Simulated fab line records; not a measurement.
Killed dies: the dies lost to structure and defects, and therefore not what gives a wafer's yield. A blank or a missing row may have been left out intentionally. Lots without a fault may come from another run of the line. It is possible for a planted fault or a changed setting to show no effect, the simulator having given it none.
fab line records | flow sky130
[record] lots = 12 | wafers = 36 | last_day = 50
route steps=708 shown CONTACT@409 PAD_OPEN@708
lots with no fault: from the same line, run without faults
start_h: start of the lot's first displayed wafer, in hours after the record's first day | wait_h: hours from the lot's prior step to this one | " unchanged from the row above | L1.1+2: several wafers, shown together as one row | - no value, or no start given | * or withheld: withheld | < > ~ a bound
route shown NAME@n: NAME is a module with steps in the file, n the number in the route of the first one | usual: mean/standard deviation taken from wafers without a fault | same: alike in all rows | chamber/n: place in a boat | sites: readings site by site | _std_site: their standard deviation | _edge_site: mean of outer sites minus mean of inner sites | radius_mm: for every site, how far away it sits from the centre of the wafer | mask NAME#n: copy n | behind: tool/chamber where the wafer was last shaped | hold: reason for holding the lot/hours on hold/outcome of the hold | device: the transistor (n, p or np) that didn't switch | end of line: the route-end tests of the same wafers | step lacking rows: just its recipe | killed: count of dies lost to structure and defects at first sort (not the wafer's yield) | map: dies across one wafer; x = killed, . = not, _ = none there
set.NAME: setting as actually run; set.NAME@STEP: the setting as run at that earlier step | model.NAME: the simulator's own value behind a step, which no gauge read
one table for each step of the route and one row for each wafer, over a sample of lots
services: when a tool's chamber went out of use (start_h, in hours from the record's first day, below 0 if earlier), for how many hours, and the reason
[[steps]]
[step SKY_CONTACT_THK_MEAS_03]
[recipe] reads = SiO2_of_CONTACT_HDPCVD_02
[usual] CONTACT_HDPCVD_THK = 565/6
lot.wafer | tool          | chamber | start_h | wait_h | CONTACT_HDPCVD_THK[nm]
L289.2    | film_metro-01 | -       | 699.35  | 0.0    | 571
L289.3    | "             | -       | "       | "      | 570
L289.4    | "             | -       | "       | "      | 565
L290.3    | film_metro-03 | -       | 714.52  | 0.1    | 566
L290.5    | "             | -       | "       | "      | 559
L290.6    | "             | -       | "       | "      | 565
L291.2    | film_metro-01 | -       | 718.71  | 0.0    | 574
L291.4    | "             | -       | "       | "      | 576
L291.6    | "             | -       | "       | "      | 561
L297.2    | film_metro-02 | -       | 774.80  | 0.0    | 564
L297.4    | "             | -       | "       | "      | 554
L297.6    | "             | -       | "       | "      | 559
L298.3    | film_metro-01 | -       | 784.44  | 0.1    | 571
L298.4    | "             | -       | "       | "      | 560
L298.5    | "             | -       | "       | "      | 569
L299.3    | film_metro-02 | -       | 789.89  | 0.1    | 565
L299.4    | "             | -       | "       | "      | 564
L299.5    | "             | -       | "       | "      | 556
L300.2    | film_metro-02 | -       | 794.05  | 0.0    | 569
L300.3    | "             | -       | "       | "      | 555
L300.4    | "             | -       | "       | "      | 560
L301.4    | film_metro-03 | -       | 804.06  | 0.0    | 561
L301.5    | "             | -       | "       | "      | 565
L301.6    | "             | -       | "       | "      | 553
L302.1    | film_metro-03 | -       | 809.69  | 0.0    | 567
L302.4    | "             | -       | "       | "      | 568
L302.6    | "             | -       | "       | "      | 560
L310.1    | film_metro-03 | -       | 872.79  | 0.0    | 562
L310.4    | "             | -       | "       | "      | 564
L310.5    | "             | -       | "       | "      | 562
L311.1    | film_metro-02 | -       | 874.40  | 0.0    | 566
L311.3    | "             | -       | "       | "      | 567
L311.4    | "             | -       | "       | "      | 565
L312.2    | film_metro-03 | -       | 879.43  | 0.0    | 568
L312.3    | "             | -       | "       | "      | 558
L312.6    | "             | -       | "       | "      | 564
[step SKY_CONTACT_BOW_MEAS_05]
[recipe] mode = bow
[usual] CONTACT_BOW = 82/7
lot.wafer | tool          | chamber | start_h | wait_h | CONTACT_BOW[um]
L289.2    | film_metro-01 | -       | 699.72  | 0.2    | 80
L289.3    | "             | -       | "       | "      | 73
L289.4    | "             | -       | "       | "      | 79
L290.3    | film_metro-02 | -       | 714.90  | 0.2    | 87
L290.5    | "             | -       | "       | "      | 85
L290.6    | "             | -       | "       | "      | 80
L291.2    | film_metro-03 | -       | 719.08  | 0.1    | 82
L291.4    | "             | -       | "       | "      | 88
L291.6    | "             | -       | "       | "      | 69
L297.2    | film_metro-03 | -       | 775.17  | 0.3    | 92
L297.4    | "             | -       | "       | "      | 85
L297.6    | "             | -       | "       | "      | 83
L298.3    | film_metro-03 | -       | 784.82  | 0.2    | 77
L298.4    | "             | -       | "       | "      | 87
L298.5    | "             | -       | "       | "      | 90
L299.3    | film_metro-03 | -       | 790.27  | 0.3    | 86
L299.4    | "             | -       | "       | "      | 78
L299.5    | "             | -       | "       | "      | 76
L300.2    | film_metro-03 | -       | 794.42  | 0.2    | 86
L300.3    | "             | -       | "       | "      | 79
L300.4    | "             | -       | "       | "      | 95
L301.4    | film_metro-01 | -       | 804.45  | 0.3    | 74
L301.5    | "             | -       | "       | "      | 89
L301.6    | "             | -       | "       | "      | 72
L302.1    | film_metro-01 | -       | 810.05  | 0.1    | 76
L302.4    | "             | -       | "       | "      | 83
L302.6    | "             | -       | "       | "      | 89
L310.1    | film_metro-01 | -       | 873.15  | 0.2    | 85
L310.4    | "             | -       | "       | "      | 88
L310.5    | "             | -       | "       | "      | 78
L311.1    | film_metro-03 | -       | 874.76  | 0.1    | 92
L311.3    | "             | -       | "       | "      | 84
L311.4    | "             | -       | "       | "      | 81
L312.2    | film_metro-03 | -       | 879.80  | 0.1    | 76
L312.3    | "             | -       | "       | "      | 78
L312.6    | "             | -       | "       | "      | 89
[step SKY_CONTACT_CD_MEAS_14]
[recipe] target_cd_nm = 170
[usual] cd_nm = 169.4/1.7
lot.wafer | tool      | chamber | start_h | wait_h | cd_nm
L289.2    | cd_sem-02 | -       | 728.31  | -      | 170.7
L289.3    | "         | -       | "       | "      | 171.3
L289.4    | "         | -       | "       | "      | 170.0
L290.3    | cd_sem-02 | -       | 742.60  | -      | 165.2
L290.5    | "         | -       | "       | "      | 165.6
L290.6    | "         | -       | "       | "      | 165.1
L291.2    | cd_sem-02 | -       | 746.63  | -      | 170.1
L291.4    | "         | -       | "       | "      | 170.9
L291.6    | "         | -       | "       | "      | 167.9
L297.2    | cd_sem-01 | -       | 801.78  | -      | 167.5
L297.4    | "         | -       | "       | "      | 168.0
L297.6    | "         | -       | "       | "      | 166.5
L298.3    | cd_sem-02 | -       | 811.08  | -      | 170.3
L298.4    | "         | -       | "       | "      | 170.9
L298.5    | "         | -       | "       | "      | 172.2
L299.3    | cd_sem-02 | -       | 816.70  | -      | 168.4
L299.4    | "         | -       | "       | "      | 168.4
L299.5    | "         | -       | "       | "      | 168.0
L300.2    | cd_sem-01 | -       | 821.48  | -      | 169.7
L300.3    | "         | -       | "       | "      | 171.3
L300.4    | "         | -       | "       | "      | 169.9
L301.4    | cd_sem-01 | -       | 830.65  | -      | 166.8
L301.5    | "         | -       | "       | "      | 168.1
L301.6    | "         | -       | "       | "      | 168.0
L302.1    | cd_sem-01 | -       | 836.28  | -      | 168.1
L302.4    | "         | -       | "       | "      | 170.1
L302.6    | "         | -       | "       | "      | 167.8
L310.1    | cd_sem-02 | -       | 898.89  | -      | 172.9
L310.4    | "         | -       | "       | "      | 172.7
L310.5    | "         | -       | "       | "      | 172.1
L311.1    | cd_sem-01 | -       | 901.31  | -      | 169.6
L311.3    | "         | -       | "       | "      | 169.9
L311.4    | "         | -       | "       | "      | 169.8
L312.2    | cd_sem-01 | -       | 906.33  | -      | 169.5
L312.3    | "         | -       | "       | "      | 170.2
L312.6    | "         | -       | "       | "      | 169.8
[step SKY_CONTACT_ETCH_18]
[recipe] target = Si3N4 | chemistry = CHF3/O2 | stop_on = TiN | source_w = 600 | bias_w = 200 | pressure_mtorr = 40 | chf3_flow_sccm = 50 | O2_flow_sccm = 5 | time_s = 39 | target_depth_a = 750
[usual] O2_flow_sccm = 5.000/0.014 | bias_w = 200.0/0.6 | chf3_flow_sccm = 49.99/0.15 | drypump_motor_current_A = 5.7/0.51 | oes_product_au = 0.859/0.0071 | throttle_valve_pct = 8.794/0.0092
lot.wafer | tool        | chamber | start_h | wait_h | O2_flow_sccm | bias_w | chf3_flow_sccm | drypump_motor_current_A | oes_product_au | rf_hours_counter_h | throttle_valve_pct
L289.2    | rie_diel-04 | 3       | 728     | -      | 4.991        | 199.6  | 50.07          | 5.4                     | 0.867          | 2                  | 8.804
L289.3    | "           | 2       | "       | "      | 4.974        | 199.9  | 49.86          | 5.1                     | 0.856          | 11                 | 8.773
L289.4    | "           | 1       | "       | "      | 5.018        | 200.9  | 49.82          | 6.2                     | 0.862          | 28                 | 8.801
L290.3    | rie_diel-04 | 2       | 742     | -      | 4.988        | 199.8  | 50.04          | 5.1                     | 0.861          | 11                 | 8.793
L290.5    | "           | 3       | "       | "      | 5.006        | 199.6  | 50.06          | 5.4                     | 0.857          | -                  | 8.799
L290.6    | "           | 2       | "       | "      | 4.977        | 199.4  | 50.08          | 5.1                     | 0.863          | -                  | 8.794
L291.2    | rie_diel-03 | 2       | 746     | -      | 4.994        | 199.5  | 49.78          | 6.1                     | 0.854          | 5                  | 8.797
L291.4    | "           | 1       | "       | "      | 5.014        | 199.1  | 50.08          | 4.8                     | 0.878          | 16                 | 8.806
L291.6    | "           | 2       | "       | "      | 5.026        | 199.5  | 50.05          | 6.1                     | 0.860          | -                  | 8.802
L297.2    | rie_diel-03 | 2       | 802     | -      | 4.983        | 199.1  | 50.01          | 6.1                     | 0.852          | 7                  | 8.797
L297.4    | "           | 1       | "       | "      | 5.009        | 200.5  | 49.86          | 4.8                     | 0.865          | 18                 | 8.792
L297.6    | "           | 1       | "       | "      | 4.990        | 199.9  | 49.96          | 4.8                     | 0.851          | -                  | 8.788
L298.3    | rie_diel-01 | 3       | 811     | -      | 4.996        | 200.0  | 50.10          | 5.7                     | 0.855          | 32                 | 8.790
L298.4    | "           | 1       | "       | "      | 5.006        | 200.0  | 49.94          | 6.3                     | 0.862          | -                  | 8.785
L298.5    | "           | 2       | "       | "      | 4.992        | 200.1  | 49.99          | 5.3                     | 0.858          | -                  | 8.782
L299.3    | rie_diel-01 | 1       | 816     | -      | 4.977        | 199.2  | 50.03          | 6.3                     | 0.848          | 18                 | 8.783
L299.4    | "           | 2       | "       | "      | 5.004        | 200.3  | 49.83          | 5.3                     | 0.864          | -                  | 8.761
L299.5    | "           | 3       | "       | "      | 5.013        | 200.3  | 50.19          | 5.7                     | 0.851          | -                  | 8.800
L300.2    | rie_diel-03 | 1       | 821     | -      | -            | -      | -              | -                       | -              | -                  | -
L300.3    | "           | 0       | "       | "      | -            | -      | -              | -                       | -              | -                  | -
L300.4    | "           | 3       | "       | "      | -            | -      | -              | -                       | -              | -                  | -
L301.4    | rie_diel-03 | 1       | 830     | -      | -            | -      | -              | -                       | -              | -                  | -
L301.5    | "           | 1       | "       | "      | -            | -      | -              | -                       | -              | -                  | -
L301.6    | "           | 0       | "       | "      | -            | -      | -              | -                       | -              | -                  | -
L302.1    | rie_diel-01 | 3       | 836     | -      | -            | -      | -              | -                       | -              | -                  | -
L302.4    | "           | 2       | "       | "      | -            | -      | -              | -                       | -              | -                  | -
L302.6    | "           | 2       | "       | "      | -            | -      | -              | -                       | -              | -                  | -
L310.1    | rie_diel-04 | 3       | 899     | -      | 5.016        | 199.3  | 50.08          | 5.4                     | 0.852          | 7                  | 8.775
L310.4    | "           | 1       | "       | "      | 5.009        | 200.2  | 49.93          | 6.3                     | 0.866          | 1                  | 8.790
L310.5    | "           | 2       | "       | "      | 5.014        | 200.8  | 50.20          | 5.2                     | 0.870          | -                  | 8.797
L311.1    | rie_diel-01 | 2       | 901     | -      | 4.997        | 198.3  | 49.76          | 5.3                     | 0.864          | 12                 | 8.813
L311.3    | "           | 0       | "       | "      | 5.001        | 200.9  | 49.62          | 6.0                     | 0.855          | 2                  | 8.784
L311.4    | "           | 1       | "       | "      | 5.019        | 199.3  | 50.07          | 6.3                     | 0.868          | 20                 | 8.813
L312.2    | rie_diel-04 | 0       | 906     | -      | 5.001        | 199.6  | 50.06          | 5.0                     | 0.844          | 7                  | 8.786
L312.3    | "           | 3       | "       | "      | 5.023        | 200.3  | 49.94          | 5.4                     | 0.850          | 8                  | 8.786
L312.6    | "           | 1       | "       | "      | 5.017        | 199.3  | 49.88          | 6.3                     | 0.853          | -                  | 8.788
[step SKY_CONTACT_STRIP_19]
[recipe] chemistry = O2/N2 | power_w = 1400 | pressure_mtorr = 1500 | platen_temp_c = withheld | o2_flow_sccm = 3000 | n2_flow_sccm = 300 | overash_fraction = 0.5
[usual] drypump_motor_current_A = 5.5/0.62 | oes_product_au = 0.380/0.0045 | strip_time_to_endpoint_s = 3.62/0.04
lot.wafer | tool            | chamber | start_h | wait_h | drypump_motor_current_A | oes_product_au | rf_hours_counter_h | strip_time_to_endpoint_s
L289.2    | plasma_asher-03 | 0       | 728.58  | -      | 6.0                     | 0.380          | 94                 | 3.64
L289.3    | "               | 1       | "       | "      | 6.0                     | 0.382          | -                  | 3.65
L289.4    | "               | 0       | "       | "      | 6.0                     | 0.378          | -                  | 3.58
L290.3    | plasma_asher-03 | 1       | 742.88  | -      | 6.0                     | 0.380          | -                  | 3.63
L290.5    | "               | 1       | "       | "      | 6.0                     | 0.379          | -                  | 3.60
L290.6    | "               | 0       | "       | "      | 6.0                     | 0.377          | -                  | 3.64
L291.2    | plasma_asher-04 | 0       | 746.90  | -      | 6.3                     | 0.379          | 66                 | 3.59
L291.4    | "               | 1       | "       | "      | 5.0                     | 0.381          | -                  | 3.61
L291.6    | "               | 1       | "       | "      | 5.0                     | 0.379          | -                  | 3.60
L297.2    | plasma_asher-01 | 1       | 802.05  | -      | 5.0                     | 0.381          | 28                 | 3.59
L297.4    | "               | 1       | "       | "      | 5.0                     | 0.384          | -                  | 3.64
L297.6    | "               | 0       | "       | "      | 4.8                     | 0.379          | -                  | 3.65
L298.3    | plasma_asher-01 | 0       | 811.36  | -      | 4.8                     | 0.380          | -                  | 3.68
L298.4    | "               | 1       | "       | "      | 5.0                     | 0.373          | -                  | 3.61
L298.5    | "               | 1       | "       | "      | 5.0                     | 0.381          | -                  | 3.61
L299.3    | plasma_asher-04 | 0       | 816.98  | -      | 6.4                     | 0.392          | -                  | 3.56
L299.4    | "               | 1       | "       | "      | 5.0                     | 0.380          | -                  | 3.56
L299.5    | "               | 1       | "       | "      | 5.0                     | 0.382          | -                  | 3.67
L300.2    | plasma_asher-01 | 1       | 821.75  | -      | 5.0                     | 0.414          | 30                 | 4.51
L300.3    | "               | 1       | "       | "      | 5.0                     | 0.419          | -                  | 4.49
L300.4    | "               | 0       | "       | "      | 4.8                     | 0.416          | -                  | 4.53
L301.4    | plasma_asher-04 | 0       | 830.91  | -      | 6.3                     | 0.415          | -                  | 4.50
L301.5    | "               | 1       | "       | "      | 5.0                     | 0.421          | -                  | 4.52
L301.6    | "               | 0       | "       | "      | 6.4                     | 0.419          | -                  | 4.53
L302.1    | plasma_asher-04 | 0       | 836.57  | -      | 6.3                     | 0.421          | 73                 | 4.52
L302.4    | "               | 0       | "       | "      | 6.3                     | 0.410          | -                  | 4.50
L302.6    | "               | 0       | "       | "      | 6.4                     | 0.420          | -                  | 4.50
L310.1    | plasma_asher-03 | 1       | 899.18  | -      | 6.0                     | 0.376          | 112                | 3.65
L310.4    | "               | 0       | "       | "      | 6.0                     | 0.385          | -                  | 3.65
L310.5    | "               | 0       | "       | "      | 6.0                     | 0.382          | -                  | 3.65
L311.1    | plasma_asher-03 | 0       | 901.60  | -      | 6.0                     | 0.377          | 113                | 3.54
L311.3    | "               | 0       | "       | "      | 6.0                     | 0.386          | -                  | 3.69
L311.4    | "               | 1       | "       | "      | 6.0                     | 0.383          | -                  | 3.57
L312.2    | plasma_asher-01 | 1       | 906.60  | -      | 5.0                     | 0.381          | 38                 | 3.69
L312.3    | "               | 0       | "       | "      | 4.8                     | 0.381          | -                  | 3.66
L312.6    | "               | 1       | "       | "      | 5.0                     | 0.379          | -                  | 3.66
[step SKY_PAD_OPEN_PROBE_99]
[usual] killed_at_M0_to_M3 = 42/7.6 | killed_at_M4_up = 3.4/2 | killed_at_contacts = 24/5.9 | killed_at_front_end = 16/4.5 | killed_at_other = 0.4/0.58 | killed_dies = 86/10 | killed_on_rim = 17/4.2 | killed_open = 47/7.6 | killed_short = 39/6.7
[same] gross_dies = 492 | killed_at_back_side = 0
lot.wafer | tool      | chamber | start_h | wait_h | killed_at_M0_to_M3 | killed_at_M4_up | killed_at_contacts | killed_at_front_end | killed_at_other | killed_dies | killed_on_rim | killed_open | killed_short
L298.3    | prober-02 | -       | 1131.97 | 0.2    | 40                 | 2               | 38                 | 15                  | 0               | 95          | 18            | 58          | 37
L298.4    | prober-02 | -       | 1132.02 | 0.2    | 38                 | 4               | 21                 | 18                  | 0               | 81          | 16            | 44          | 37
L298.5    | prober-02 | -       | 1132.07 | 0.2    | 36                 | 5               | 20                 | 20                  | 1               | 82          | 8             | 43          | 38
L300.2    | prober-02 | -       | 1142.90 | 0.2    | 40                 | 6               | 437                | 9                   | 0               | 492         | 96            | 37          | 36
L300.3    | prober-02 | -       | 1142.95 | 0.3    | 31                 | 3               | 445                | 13                  | 0               | 492         | 96            | 44          | 30
L300.4    | prober-02 | -       | 1143.00 | 0.3    | 34                 | 4               | 442                | 12                  | 0               | 492         | 96            | 45          | 32
L301.4    | prober-02 | -       | 1149.44 | 0.2    | 49                 | 4               | 417                | 21                  | 1               | 492         | 96            | 51          | 45
L301.5    | prober-02 | -       | 1149.49 | 0.2    | 45                 | 3               | 429                | 14                  | 1               | 492         | 96            | 46          | 47
L301.6    | prober-02 | -       | 1149.54 | 0.2    | 49                 | 2               | 423                | 17                  | 1               | 492         | 96            | 45          | 43
L302.1    | prober-02 | -       | 1150.98 | 0.1    | 42                 | 8               | 426                | 16                  | 0               | 492         | 96            | 55          | 29
L302.4    | prober-02 | -       | 1151.13 | 0.2    | 59                 | 4               | 408                | 20                  | 1               | 492         | 96            | 52          | 53
L302.6    | prober-02 | -       | 1151.23 | 0.2    | 47                 | 4               | 423                | 18                  | 0               | 492         | 96            | 47          | 52
// killed by level:class
L298.3 VIA1:geometric_particle:open=12 LI_CONTACT:geometric_particle:open=11 CONTACT:geometric_particle:open=10 VIA1:geometric_particle:short=8 LOCAL_INTERCONNECT:geometric_particle:short=7 FIELD_ISO:geometric_particle:open=6 CONTACT:geometric_particle:short=5 VIA2:geometric_particle:open=5
L298.4 VIA1:geometric_particle:open=8 CONTACT:geometric_particle:open=7 VIA2:geometric_particle:open=6 VIA3:geometric_particle:open=5 POLY_CUT:geometric_particle:short=4 LI_CONTACT:geometric_particle:open=4 METAL1:geometric_particle:short=4 VIA2:geometric_particle:short=4
L298.5 METAL1:geometric_particle:short=8 FIELD_ISO:geometric_particle:short=7 VIA1:geometric_particle:open=7 LI_CONTACT:geometric_particle:open=7 FIELD_ISO:geometric_particle:open=6 VIA3:geometric_particle:open=5 METAL4:geometric_particle:short=4 CONTACT:geometric_particle:open=4
L300.2 CONTACT:area_etch=419 CONTACT:geometric_particle:open=9 VIA1:geometric_particle:open=7 VIA2:geometric_particle:open=7 VIA3:geometric_particle:open=6 VIA1:geometric_particle:short=4 METAL2:geometric_particle:short=4 METAL4:geometric_particle:short=4
L300.3 CONTACT:area_etch=418 LI_CONTACT:geometric_particle:open=11 VIA1:geometric_particle:open=10 CONTACT:geometric_particle:open=7 POLY_GATE:geometric_particle:open=5 VIA3:geometric_particle:open=4 CONTACT:geometric_particle:short=4 VIA2:geometric_particle:open=4
L300.4 CONTACT:area_etch=415 LI_CONTACT:geometric_particle:open=12 VIA1:geometric_particle:open=8 METAL2:geometric_particle:short=7 CONTACT:geometric_particle:open=5 VIA2:geometric_particle:open=5 FIELD_ISO:geometric_particle:short=4 LOCAL_INTERCONNECT:geometric_particle:open=4
L301.4 CONTACT:area_etch=396 VIA1:geometric_particle:open=11 CONTACT:geometric_particle:open=9 FIELD_ISO:geometric_particle:short=7 VIA3:geometric_particle:open=7 FIELD_ISO:geometric_particle:open=6 LI_CONTACT:geometric_particle:open=6 METAL1:geometric_particle:short=6
L301.5 CONTACT:area_etch=397 CONTACT:geometric_particle:open=15 VIA2:geometric_particle:open=10 CONTACT:geometric_particle:short=8 VIA1:geometric_particle:open=8 METAL2:geometric_particle:short=7 METAL1:geometric_particle:short=5 LI_CONTACT:geometric_particle:open=4
L301.6 CONTACT:area_etch=404 VIA2:geometric_particle:open=9 VIA1:geometric_particle:open=8 VIA1:geometric_particle:short=8 CONTACT:geometric_particle:open=7 LOCAL_INTERCONNECT:geometric_particle:short=6 METAL2:geometric_particle:short=6 FIELD_ISO:geometric_particle:open=5
L302.1 CONTACT:area_etch=408 VIA1:geometric_particle:open=13 LI_CONTACT:geometric_particle:open=7 VIA3:geometric_particle:open=7 FIELD_ISO:geometric_particle:open=6 METAL1:geometric_particle:short=6 VIA2:geometric_particle:open=6 CONTACT:geometric_particle:open=5
L302.4 CONTACT:area_etch=387 VIA1:geometric_particle:open=11 METAL1:geometric_particle:short=9 LI_CONTACT:geometric_particle:open=8 VIA2:geometric_particle:open=8 VIA3:geometric_particle:open=8 VIA1:geometric_particle:short=7 POLY_GATE:geometric_particle:short=5
L302.6 CONTACT:area_etch=393 VIA2:geometric_particle:open=9 VIA3:geometric_particle:open=9 CONTACT:geometric_particle:open=9 CONTACT:geometric_particle:short=8 LOCAL_INTERCONNECT:geometric_particle:short=6 VIA1:geometric_particle:short=6 VIA2:geometric_particle:short=6
[[services]]
tool            | chamber | start_h | hours | kind
rie_diel-03     | 3       | 707.58  | 2.6   | repair
rie_diel-01     | 2       | 708.40  | 2.8   | repair
plasma_asher-01 | -       | 711.72  | 0.8   | repair
rie_diel-01     | 2       | 719.68  | 3.7   | repair
rie_diel-03     | 0       | 730.06  | 8.3   | repair
plasma_asher-01 | -       | 737.37  | 6.8   | repair
rie_diel-04     | -       | 743.68  | 2.8   | pm
rie_diel-03     | 1       | 776.83  | 6.7   | repair
plasma_asher-01 | -       | 778.95  | 2.8   | pm
rie_diel-01     | 0       | 787.15  | 32.6  | repair
rie_diel-01     | 2       | 788.93  | 11.4  | repair
plasma_asher-04 | -       | 795.43  | 0.9   | repair
plasma_asher-04 | -       | 798.10  | 9.4   | repair
plasma_asher-04 | -       | 807.52  | 9.4   | repair
rie_diel-04     | 0       | 821.91  | 5.6   | repair
rie_diel-01     | -       | 832.60  | 1.2   | repair
rie_diel-01     | 3       | 842.05  | 5.9   | repair
rie_diel-01     | 1       | 846.89  | 4.7   | repair
rie_diel-04     | 1       | 849.97  | 6.1   | repair
rie_diel-03     | -       | 857.40  | 9.0   | repair
rie_diel-03     | 2       | 875.74  | 21.6  | repair
rie_diel-03     | -       | 877.02  | 0.2   | repair
plasma_asher-04 | -       | 884.23  | 14.6  | pm
rie_diel-01     | -       | 895.57  | 0.1   | repair
[[key]]
[first_sign] step = SKY_CONTACT_ETCH_18 | reading = tool_record | direction = missing
[effect] step = SKY_CONTACT_STRIP_19 | reading = strip_time_to_endpoint_s | direction = up | sigmas = 22 | usual = * | struck = *
[effect] step = SKY_PAD_OPEN_PROBE_99 | reading = killed_at_contacts | direction = up | sigmas = 68 | usual = 24 | struck = 428
[more_kills_born_at] SKY_CONTACT_ETCH_18@rie_diel-03 = 2449 | SKY_CONTACT_ETCH_18@rie_diel-01 = 1188
met_at SKY_CONTACT_ETCH_18
struck_lots L300,L301,L302
later_rows_left_out L300.2,L300.3,L300.4,L301.4,L301.5,L301.6,L302.1,L302.4,L302.6
tester_left_out L300,L301,L302
not_acting_at SKY_CONTACT_THK_MEAS_03,SKY_CONTACT_BOW_MEAS_05,SKY_CONTACT_CD_MEAS_14
onset_between 816 821
[fault] kind = skipped_step_whole | tool = rie_diel-01,rie_diel-03 | chamber = - | onset_h = 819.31 | steps = SKY_CONTACT_ETCH_18 | scope = struck_lots_only
// tester_left_out: of these lots the tester's yield and bins aren't shown, on N5 and GAA mostly nor the transistor test; their killed dies are dies lost to structure and defects alone, not to doping, threshold or leakage, so they don't give the yield
// later_rows_left_out: the simulator's readings of these wafers behind a module that went badly wrong aren't trusted and aren't shown, but for the sort
